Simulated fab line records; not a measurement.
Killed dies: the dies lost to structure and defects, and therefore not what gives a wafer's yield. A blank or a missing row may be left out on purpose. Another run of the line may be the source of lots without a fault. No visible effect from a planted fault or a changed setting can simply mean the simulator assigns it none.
A struck lot beside a sound one :: flow gf180mcu :: 43 out of 602 route steps
Sound: these wafers, L787.2, L787.5, L787.6. Wafers L794.1, L794.3, L794.4 were the ones struck. Last of all comes the cause.
Per side, at each step with rows, come the tool, then ch with its chambers, and then its first start. Under that, the readings that differ: sound wafers :: struck wafers :: difference of the means :: sigmas: that difference in standard deviations of wafers without a fault.
alike: readings whose means differ by less than 2 such deviations, and words and numbers that are the same on both sides. not compared: withheld readings, readings that some wafer has no value for, bounds like >300 that may hide the same value, and numbers for which the record gives no deviation and whose values overlap.
The two part at a step that has a row with sigmas, a row that says differs or no value, or rows on one side only. When numbers do not overlap yet have no deviation, they are printed without sigmas and do not part them. A reading missing from all wafers of one side parts the sides only when that side holds two or more wafers.

first, 2 steps without rows for these wafers: GF_NWELL_IMPLANT_08; GF_NWELL_IMPLANT_09.
GF_NWELL_STRIP_10: strips in O2/N2.
  sound on plasma_asher-02 ch 0,1, day 4 04:04; struck on plasma_asher-02 ch 0,1, day 5 20:36
  alike: drypump_motor_current_A, heater_power_w, oes_product_au, strip_time_to_endpoint_s
  not compared: rf_hours_counter_h
GF_NWELL_TW_MEAS_11:
  struck on film_metro-03, day 5 20:42; sound on film_metro-01, day 4 04:11
  alike: NWELL_TW
then, 7 steps without rows for these wafers: GF_LVPWELL_DEHYDRATE_00 (time 60 s); GF_LVPWELL_HMDS_01 (prime time 60 s); GF_LVPWELL_COAT_02 (resist thk 3000 nm); GF_LVPWELL_SOFTBAKE_03; GF_LVPWELL_EXPOSE_04 (exposes mask LVPWELL, target cd 600 nm); GF_LVPWELL_PEB_05; GF_LVPWELL_DEVELOP_06 (develop time 60 s).
GF_LVPWELL_OVL_MEAS_07:
  struck on overlay-01, day 6 11:07; sound on overlay-02, day 4 17:20
  alike: LVPWELL_OVL
GF_LVPWELL_IMPLANT_08:
  sound on implanter-04 ch 0, day 4 17:23; struck on implanter-03 ch 0, day 6 11:09
reading: implant_ion_amu
sound: 11 11 11
struck: 31 31 31
difference: +20
sigmas: 

reading: model.implant.rp_nm (nm)
sound: 495.3 495.3 495.3
struck: 222.5 222.5 222.5
difference: -272.8
sigmas: 

reading: model.implant.drp_nm (nm)
sound: 102.4 102.4 102.4
struck: 68.9 68.9 68.9
difference: -33.5
sigmas: 
  alike: beam_on_s, end_station_pressure_torr, faraday_current_uA
next, for these wafers, 1 step has no rows: GF_LVPWELL_IMPLANT_09.
GF_LVPWELL_STRIP_10: strips in O2/N2.
  sound on plasma_asher-02 ch 0,1, day 4 17:40; struck on plasma_asher-02 ch 0,1, day 6 11:27
  alike: drypump_motor_current_A, heater_power_w, oes_product_au, strip_time_to_endpoint_s
  not compared: rf_hours_counter_h
GF_LVPWELL_TW_MEAS_11:
  struck on film_metro-01, day 6 11:33; sound on film_metro-03, day 4 17:47
reading: LVPWELL_TW
sound: 570 570 569
struck: 1316 1312 1312
difference: +744
sigmas: +99 or more
then, 7 steps without rows for these wafers: GF_MVSD_DEHYDRATE_00 (time 60 s); GF_MVSD_HMDS_01 (prime time 60 s); GF_MVSD_COAT_02 (resist thk 3000 nm); GF_MVSD_SOFTBAKE_03; GF_MVSD_EXPOSE_04 (exposes mask MVSD, target cd 1000 nm); GF_MVSD_PEB_05; GF_MVSD_DEVELOP_06 (develop time 60 s).
GF_MVSD_OVL_MEAS_07:
  struck on overlay-02, day 7 02:41; sound on overlay-02, day 5 07:17
  alike: MVSD_OVL
then, 2 steps without rows for these wafers: GF_MVSD_IMPLANT_08; GF_MVSD_IMPLANT_09.
GF_MVSD_STRIP_10: strips in O2/N2.
  sound on plasma_asher-01 ch 0,1, day 5 07:37; struck on plasma_asher-01 ch 0,1, day 7 03:01
  alike: drypump_motor_current_A, heater_power_w, oes_product_au, strip_time_to_endpoint_s
  not compared: rf_hours_counter_h
GF_MVSD_TW_MEAS_11:
  struck on film_metro-04, day 7 03:07; sound on film_metro-01, day 5 07:44
  alike: MVSD_TW
then, 7 steps without rows for these wafers: GF_MVPSD_DEHYDRATE_00 (time 60 s); GF_MVPSD_HMDS_01 (prime time 60 s); GF_MVPSD_COAT_02 (resist thk 3000 nm); GF_MVPSD_SOFTBAKE_03; GF_MVPSD_EXPOSE_04 (exposes mask MVPSD, target cd 1000 nm); GF_MVPSD_PEB_05; GF_MVPSD_DEVELOP_06 (develop time 60 s).
GF_MVPSD_OVL_MEAS_07:
  struck on overlay-02, day 7 18:49; sound on overlay-02, day 5 21:46
  alike: MVPSD_OVL
then, 2 steps without rows for these wafers: GF_MVPSD_IMPLANT_08; GF_MVPSD_IMPLANT_09.
GF_MVPSD_STRIP_10: strips in O2/N2.
  sound on plasma_asher-01 ch 0,1, day 5 22:06; struck on plasma_asher-01 ch 0,1, day 7 19:09
  alike: drypump_motor_current_A, heater_power_w, oes_product_au, strip_time_to_endpoint_s
  not compared: rf_hours_counter_h
GF_MVPSD_TW_MEAS_11:
  struck on film_metro-01, day 7 19:15; sound on film_metro-01, day 5 22:13
  alike: MVPSD_TW
then, 2 steps without rows for these wafers: GF_VT_IMPLANT_DEHYDRATE_00 (time 60 s); GF_VT_IMPLANT_HMDS_01 (prime time 60 s).
-- the record jumps here: 3 days lie between the struck wafers' starts before and after --
GF_VT_IMPLANT_RS_MEAS_48: a four-point-probe measurement.
  struck on film_metro-03, day 10 17:04; sound on film_metro-01, day 8 14:13
reading: LVPWELL_RS (ohm/sq)
sound: 1199.9 1199.4 1200.2
struck: - - -
difference: no value on the struck wafers
sigmas: 

WHERE THEY PART
Earliest at GF_LVPWELL_TW_MEAS_11; latest, in this record, at GF_VT_IMPLANT_RS_MEAS_48.

WHY: what had been put in by the simulator
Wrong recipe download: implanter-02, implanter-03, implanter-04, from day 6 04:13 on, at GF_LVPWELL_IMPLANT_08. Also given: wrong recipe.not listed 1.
